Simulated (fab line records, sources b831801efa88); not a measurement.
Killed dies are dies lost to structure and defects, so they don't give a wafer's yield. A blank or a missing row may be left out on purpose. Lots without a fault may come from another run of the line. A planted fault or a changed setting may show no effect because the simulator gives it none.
Which tool did it? | flow sky130 | 12 lots, 36 wafers sampled, at 4 steps of a route of 708

WHAT THE GAUGES READ, wafer by wafer
SKY_PASSIVATION_THK_MEAS_01.
lot  | measured     | on            | PASSIVATION_CVD_00_THK (nm)
L340 | day 44 01:11 | film_metro-01 | 90.1 87.8 89.7
L343 | day 44 22:50 | film_metro-03 | 88.0 89.7 91.4
L344 | day 45 10:34 | film_metro-03 | 88.2 90.7 91.3
L345 | day 45 18:28 | film_metro-01 | 89.9 89.6 92.5
L349 | day 46 20:47 | film_metro-03 | 88.5 89.8 91.9
L350 | day 46 23:07 | film_metro-03 | 90.4 92.2 89.9
L351 | day 47 02:19 | film_metro-04 | 89.8 89.1 91.0
L352 | day 47 09:41 | film_metro-01 | 89.8 89.1 90.3
L354 | day 47 23:45 | film_metro-03 | 91.9 89.3 90.1
L356 | day 48 08:58 | film_metro-01 | 88.8 91.8 87.8
L362 | day 49 13:32 | film_metro-04 | 90.6 91.0 91.3
L363 | day 49 15:18 | film_metro-04 | 89.4 88.0 90.3

WHICH TOOL RAN EACH LOT (tool, then ch and the chambers of the sampled wafers, then the start)
lot  | SKY_CAPM_STRIP_14                    | SKY_VIA4_CMP_02               | SKY_METAL5_STRIP_16
L340 | plasma_asher-04 ch 0,1, day 37 13:43 | cmp-02 ch 0,2, day 41 23:40   | plasma_asher-04 ch 0,1, day 44 00:08
L343 | plasma_asher-01 ch 0,1, day 38 15:57 | cmp-01 ch 1,2, day 42 23:11   | plasma_asher-01 ch 0,1, day 44 22:08
L344 | plasma_asher-03 ch 0,1, day 39 02:07 | cmp-01 ch 0,1, day 43 10:07   | plasma_asher-04 ch 0,1, day 45 09:31
L345 | plasma_asher-01 ch 0,1, day 39 13:06 | cmp-01 ch 1,2, day 43 19:55   | plasma_asher-02 ch 0,1, day 45 17:52
L349 | plasma_asher-03 ch 0,1, day 40 22:28 | cmp-02 ch 1,3, day 45 01:24   | plasma_asher-02 ch 0,1, day 46 20:09
L350 | plasma_asher-01 ch 0,1, day 41 00:10 | cmp-02 ch 0,2,3, day 45 03:26 | plasma_asher-04 ch 1, day 46 22:30
L351 | plasma_asher-01 ch 0,1, day 41 04:36 | cmp-01 ch 1,2,3, day 45 07:07 | plasma_asher-02 ch 0,1, day 47 01:42
L352 | plasma_asher-03 ch 0,1, day 41 11:32 | cmp-02 ch 0,1,3, day 45 13:53 | plasma_asher-04 ch 0,1, day 47 09:05
L354 | plasma_asher-04 ch 0,1, day 42 05:18 | cmp-01 ch 1,2,3, day 46 04:48 | plasma_asher-04 ch 0,1, day 47 23:08
L356 | plasma_asher-03 ch 0,1, day 42 13:32 | cmp-02 ch 1,2, day 46 14:31   | plasma_asher-04 ch 1, day 48 08:20
L362 | plasma_asher-04 ch 1, day 44 04:03   | cmp-01 ch 1,2,3, day 47 21:25 | plasma_asher-02 ch 0,1, day 49 12:54
L363 | plasma_asher-03 ch 0,1, day 44 04:57 | cmp-02 ch 1,3, day 47 22:57   | plasma_asher-02 ch 0,1, day 49 14:40
- SKY_CAPM_STRIP_14: strips in O2/N2.
- SKY_VIA4_CMP_02: polishes SiO2.
- SKY_METAL5_STRIP_16: strips in O2/N2.

WHAT THE TOOLS THEMSELVES READ (means of the sampled wafers that have a number; where no wafer has one, the mark that the record gives instead)
SKY_CAPM_STRIP_14.
lot  | tool            | drypump_motor_current_A (A) | oes_product_au (a.u.) | strip_time_to_endpoint_s (s)
L340 | plasma_asher-04 | 5.3                         | 0.707                 | 12.56
L343 | plasma_asher-01 | 5.4                         | 0.709                 | 12.56
L344 | plasma_asher-03 | 5.8                         | 0.710                 | 12.60
L345 | plasma_asher-01 | 5.5                         | 0.715                 | 12.57
L349 | plasma_asher-03 | 5.8                         | 0.712                 | 12.52
L350 | plasma_asher-01 | 5.5                         | 0.712                 | 12.56
L351 | plasma_asher-01 | 5.5                         | 0.709                 | 12.65
L352 | plasma_asher-03 | 6.0                         | 0.712                 | 12.59
L354 | plasma_asher-04 | 5.5                         | 0.714                 | 12.61
L356 | plasma_asher-03 | 5.8                         | 0.711                 | 12.58
L362 | plasma_asher-04 | 5.6                         | 0.710                 | 12.50
L363 | plasma_asher-03 | 6.0                         | 0.709                 | 12.56

SKY_VIA4_CMP_02.
lot  | tool   | edge_zone_pressure_frac | motor_current_A (A)
L340 | cmp-02 | 0.997                   | 12.7
L343 | cmp-01 | 1.004                   | 10.9
L344 | cmp-01 | 1.002                   | 11.8
L345 | cmp-01 | 0.995                   | 11.6
L349 | cmp-02 | 1.001                   | 13.1
L350 | cmp-02 | 1.001                   | 12.4
L351 | cmp-01 | 1.000                   | 12.0
L352 | cmp-02 | 0.998                   | 12.7
L354 | cmp-01 | 0.999                   | 11.5
L356 | cmp-02 | 1.003                   | 13.7
L362 | cmp-01 | 0.996                   | 11.4
L363 | cmp-02 | 0.999                   | 13.4

SKY_METAL5_STRIP_16.
lot  | tool            | drypump_motor_current_A (A) | oes_product_au (a.u.) | strip_time_to_endpoint_s (s)
L340 | plasma_asher-04 | 5.26                        | 0.714                 | 13.15
L343 | plasma_asher-01 | 5.33                        | 0.706                 | 12.85
L344 | plasma_asher-04 | 5.29                        | 0.711                 | 12.96
L345 | plasma_asher-02 | 5.41                        | 0.715                 | 12.92
L349 | plasma_asher-02 | 5.36                        | 0.707                 | 13.00
L350 | plasma_asher-04 | 5.64                        | 0.712                 | 12.99
L351 | plasma_asher-02 | 5.64                        | 0.715                 | 13.27
L352 | plasma_asher-04 | 5.46                        | 0.713                 | 13.23
L354 | plasma_asher-04 | 5.28                        | 0.709                 | 13.05
L356 | plasma_asher-04 | 5.64                        | 0.711                 | 13.06
L362 | plasma_asher-02 | 5.61                        | 0.712                 | 12.81
L363 | plasma_asher-02 | 5.62                        | 0.712                 | 12.86

THE ANSWER, worked out from the rows above alone
Rule: what is usual is taken from the lots themselves. Put in order of their means at a reading, lots are off if they are a third of the lots or fewer, leave a main group of 4 or more, and stand apart from it by a gap of 3 or more times the standard deviation of the main group's means; of several such gaps the widest counts. A main group whose means are all the same, to the digits that the tables above print for the reading, isn't used. A lot without any number at a reading at which 4 lots or more have one is off too. The other lots that the step has rows for count as sound. The gauges are gone through in route order, then the tools' own readings, and for those a lot's mean is taken as printed above. The first step at which some lot is off is used, and at that step the reading that is off furthest; a lot without a number counts as furthest.
No lot is off at any reading shown: from this, nothing can be told.

WHAT THE SIMULATOR HAD PUT IN
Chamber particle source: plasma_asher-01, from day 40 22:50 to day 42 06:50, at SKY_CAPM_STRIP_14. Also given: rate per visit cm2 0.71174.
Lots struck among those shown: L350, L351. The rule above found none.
